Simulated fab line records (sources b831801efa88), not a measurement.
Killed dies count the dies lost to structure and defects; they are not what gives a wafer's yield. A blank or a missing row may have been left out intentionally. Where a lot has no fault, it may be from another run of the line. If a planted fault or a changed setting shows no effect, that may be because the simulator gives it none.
Which tool was responsible? | flow gf180mcu | 6 lots with 18 wafers sampled at 4 steps, on a route of 602 steps

== WHAT THE GAUGES SHOWED, per wafer ==
GF_PASSIVATION_THK_MEAS_03.
lot  | measured     | on           | PASSIVATION_CVD_02_THK (nm)
L964 | day 28 13:24 | filmMetro-02 | 693 706 722
L968 | day 29 20:32 | filmMetro-01 | 693 703 697
L971 | day 30 12:05 | filmMetro-04 | 693 691 712
L973 | day 31 06:58 | filmMetro-04 | 693 701 707
L979 | day 32 18:25 | filmMetro-04 | 695 707 707
L985 | day 34 03:18 | filmMetro-02 | 690 696 708

== EACH LOT AND THE TOOL THAT RAN IT (in order: tool; ch and the chambers of the sampled wafers; start) ==
lot  | GF_V4_CMP_26                  | GF_M5_METAL_ETCH_10              | GF_V5_CMP_04
L964 | cmp-02 ch 0,1,2, day 24 22:13 | rieMetal-04 ch 0, day 26 17:07   | cmp-01 ch 2,3, day 26 18:14
L968 | cmp-02 ch 0,1,2, day 26 08:43 | rieMetal-04 ch 1, day 28 02:22   | cmp-02 ch 1,2, day 28 03:26
L971 | cmp-02 ch 1,3, day 27 00:42   | rieMetal-02 ch 0,1, day 28 17:42 | cmp-02 ch 0,1,2, day 28 18:50
L973 | cmp-01 ch 0,2,3, day 27 21:52 | rieMetal-04 ch 1, day 29 14:04   | cmp-01 ch 0,2,3, day 29 15:11
L979 | cmp-02 ch 0,1, day 29 14:07   | rieMetal-01 ch 0,1, day 31 03:52 | cmp-02 ch 1,2,3, day 31 04:55
L985 | cmp-01 ch 0,1,3, day 31 04:07 | rieMetal-04 ch 0,1, day 32 15:19 | cmp-02 ch 1,2,3, day 32 16:24
- GF_V4_CMP_26: polishes, stops on SiO2, t overpolish 15 s, target thk 0 nm.
- GF_M5_METAL_ETCH_10: etches the open film in Cl2/BCl3, stops on SiO2, target depth 750.8 nm, time 125.1 s.
- GF_V5_CMP_04: polishes SiO2.

== THE ANSWER, worked out from the rows above alone ==
Rule: usual is defined by the lots themselves. The widest of any qualifying gaps counts: lots, ordered by their means at a reading, are off when they make up no more than a third of the lots, leave a main group of 4 or more, and stand apart from it by 3 or more times the standard deviation of that group's means. A main group whose means are all the same, to the digits that the tables above print for the reading, isn't used. Also off: a lot with no number at a reading for which 4 or more lots have one. The other lots that the step has rows for count as sound.
None of the lots is off at any reading shown; this tells nothing.

== WHAT THE SIMULATOR PUT IN ==
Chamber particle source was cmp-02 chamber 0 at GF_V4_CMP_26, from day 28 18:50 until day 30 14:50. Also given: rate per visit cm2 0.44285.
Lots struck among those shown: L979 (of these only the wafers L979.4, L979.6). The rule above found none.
